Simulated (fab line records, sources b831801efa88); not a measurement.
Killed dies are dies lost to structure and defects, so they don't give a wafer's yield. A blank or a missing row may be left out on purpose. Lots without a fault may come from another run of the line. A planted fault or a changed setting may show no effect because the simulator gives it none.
A struck lot beside a sound one | flow gf180mcu | 32 steps out of a route of 602
Sound: wafers L515.1, L515.3, L515.6. Struck: wafers L524.2, L524.5, L524.6. The cause comes at the end.
At each step with rows: each side's tool, then ch and its chambers, then its first start. Under that, the readings that differ: sound wafers | struck wafers | difference of the means | sigmas: that difference in standard deviations of wafers without a fault.
alike: readings whose means differ by less than 2 such deviations, and words and numbers that are the same on both sides. not compared: withheld readings, readings that some wafer has no value for, bounds like >300 that may hide the same value, and numbers for which the record gives no deviation and whose values overlap.
The two part at a step that has a row with sigmas, a row that says differs or no value, or rows on one side only. Numbers that don't overlap but have no deviation are shown without sigmas and don't part them. A reading that every wafer of one side lacks parts them only if that side has two wafers or more.

first, 8 steps without rows for these wafers: GF_M4_SPUTTER_04 (material TiN, target thk 50 nm, time 41.7 s); GF_M4_DEHYDRATE_07 (time 60 s); GF_M4_HMDS_08 (prime time 60 s); GF_M4_COAT_09 (resist thk 1000 nm); GF_M4_SOFTBAKE_10 (time 60 s); GF_M4_EXPOSE_11 (exposes mask Metal4, target cd 280 nm); GF_M4_PEB_12 (peb time 93.74 s); GF_M4_DEVELOP_13 (develop time 60 s).
GF_M4_METAL_ETCH_16: etches the open film in Cl2/BCl3, stops on SiO2, target depth 750.8 nm, time 125.1 s.
  sound on rie_metal-04 ch 0,1, day 26 04:08; struck on rie_metal-04 ch 0,1, day 28 16:53
  alike: bias_w, drypump_motor_current_A, oes_product_au, throttle_valve_pct
  not compared: rf_hours_counter_h
then, 22 steps without rows for these wafers: GF_M4_STRIP_17 (strips in O2/N2); GF_M4_STRIP_18 (strips in post etch residue remover, time 1200 s); GF_M4_CLEAN_19 (cleans in DIW); GF_V4_CVD_00 (deposits SiO2, target thk 600 nm, time 100 s); GF_V4_CVD_02 (deposits SiO2 from TEOS, target thk 850 nm, time 94.851 s); GF_V4_CMP_04 (polishes SiO2); GF_V4_DEHYDRATE_06 (time 60 s); GF_V4_HMDS_07 (prime time 60 s); GF_V4_COAT_08; GF_V4_COAT_09 (resist thk 1000 nm); GF_V4_SOFTBAKE_10 (time 60 s); GF_V4_EXPOSE_11 (exposes mask Via4, target cd 260 nm); GF_V4_PEB_12 (peb time 90 s); GF_V4_DEVELOP_13 (develop time 60 s); GF_V4_ETCH_16 (etches BARC in N2/H2); GF_V4_ETCH_17 (etches SiO2 in C4F8/O2/Ar, stops on TiN, target depth 630 nm); GF_V4_STRIP_18 (strips in O2/N2); GF_V4_STRIP_19 (strips in post etch residue remover, time 1200 s); GF_V4_CLEAN_20 (cleans in DIW); GF_V4_SPUTTER_21 (material Ti, target thk 15 nm, time 80.02 s); GF_V4_SPUTTER_22 (material TiN, target thk 10 nm, time 40 s); GF_V4_CVD_23 (deposits W, target thk 350 nm, time 104.9 s).
-- the record jumps here: 5 days lie between the struck wafers' starts before and after (it left off in module V4 and takes up again in module PASSIVATION, whose first step shown is number 602 of the route) --
GF_PASSIVATION_PROBE_99:
  the record has rows for the struck wafers here (prober-02, day 33 12:32) and none for the sound ones

WHERE THEY PART
Only at GF_PASSIVATION_PROBE_99, within this record.

WHY: what the simulator had put in
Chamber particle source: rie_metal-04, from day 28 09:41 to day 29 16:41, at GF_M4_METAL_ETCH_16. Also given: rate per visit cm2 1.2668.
